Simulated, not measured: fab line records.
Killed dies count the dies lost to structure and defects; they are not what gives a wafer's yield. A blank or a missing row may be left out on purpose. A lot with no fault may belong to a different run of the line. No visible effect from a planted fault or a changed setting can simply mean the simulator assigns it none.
A single fault, viewed from 2 desks | flow gf180mcu | each desk has only its own numbers; what lay behind them comes last

FROM THE METROLOGY DESK
Lot by lot, what the gauges showed, no matter which tool ran the lot: averages of those sampled wafers that carry a number. Any lot whose mean is over 4 standard deviations away from the usual mean is out of limits and marked OUT; that distance is given in the brackets.
Columns: A = cd-nm at GF_PSD_CD_MEAS_07, usual 399.9 nm; B = V1_W_THK at GF_V1_THK_MEAS_25, usual 357 nm
lot  | first seen here | A                | B
L685 | day 15 22:58    | 395.2            | 363
L687 | day 16 11:46    | 398.3            | 363
L688 | day 17 07:34    | 396.2            | 361
L691 | day 18 02:34    | 409.4            | 363
L693 | day 18 17:02    | 411.0 (+4.6) OUT | 354
L694 | day 18 22:58    | 410.2 (+4.3) OUT | 360
L701 | day 21 08:23    | 397.7            | 356
L700 | day 21 11:22    | 397.8            | 346
L702 | day 21 14:32    | 398.7            | 363
L703 | day 21 23:22    | 402.4            | 354
L704 | day 22 15:30    | 396.8            | 356
This desk finds L693, L694 out of limits, L693 being first, at day 18 17:02 (cd-nm at GF_PSD_CD_MEAS_07). In limits: L685, L687, L688, L691, L701, L700, L702, L703, L704.

DESK OF THE TOOL OWNER: litho-track-02
The tool's own readings at GF_PSD_COAT_02 (resist thk 1000 nm): means of the sampled wafers that have a number, for each lot that ran on this tool. Any lot whose mean is over 4 standard deviations away from the usual mean is out of limits and marked OUT; that distance is given in the brackets.
Columns: A = resist-line-temp-C at GF_PSD_COAT_02, usual 22.97 C; B = spin-speed-rpm at GF_PSD_COAT_02, usual 3000.2 rpm
lot  | first seen here | A     | B
L685 | day 15 12:14    | 22.89 | 2999.3
L688 | day 16 19:38    | 23.05 | 3000.5
L691 | day 17 14:50    | 22.91 | 3716.4 (+99 or more) OUT
L693 | day 18 05:20    | 22.84 | 3714.3 (+99 or more) OUT
L694 | day 18 11:05    | 23.21 | 3714.9 (+99 or more) OUT
L700 | day 20 23:05    | 23.04 | 3000.0
L702 | day 21 02:07    | 22.86 | 2999.1
This desk finds L691, L693, L694 out of limits, L691 being first, at day 17 14:50 (spin-speed-rpm at GF_PSD_COAT_02). In limits: L685, L688, L700, L702.

ALL TOGETHER
The tool owner's desk could have raised an alarm at day 17 14:50, on L691, L693, L694.
L693, L694 would have let the metrology desk raise an alarm at day 18 17:02.
The metrology desk has L691 on record, within its limits.
GF_PSD_COAT_02 was run on litho-track-02 by each of the lots named.

WHAT WAS PUT IN BY THE SIMULATOR
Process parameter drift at GF_PSD_COAT_02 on litho-track-02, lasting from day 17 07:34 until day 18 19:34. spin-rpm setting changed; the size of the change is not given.
Struck lots among those shown: L691, L693, L694.
Delay (hours) between the fault's onset and each desk's first out-of-limits reading: 7 at the tool owner's desk, 33 at the metrology desk.
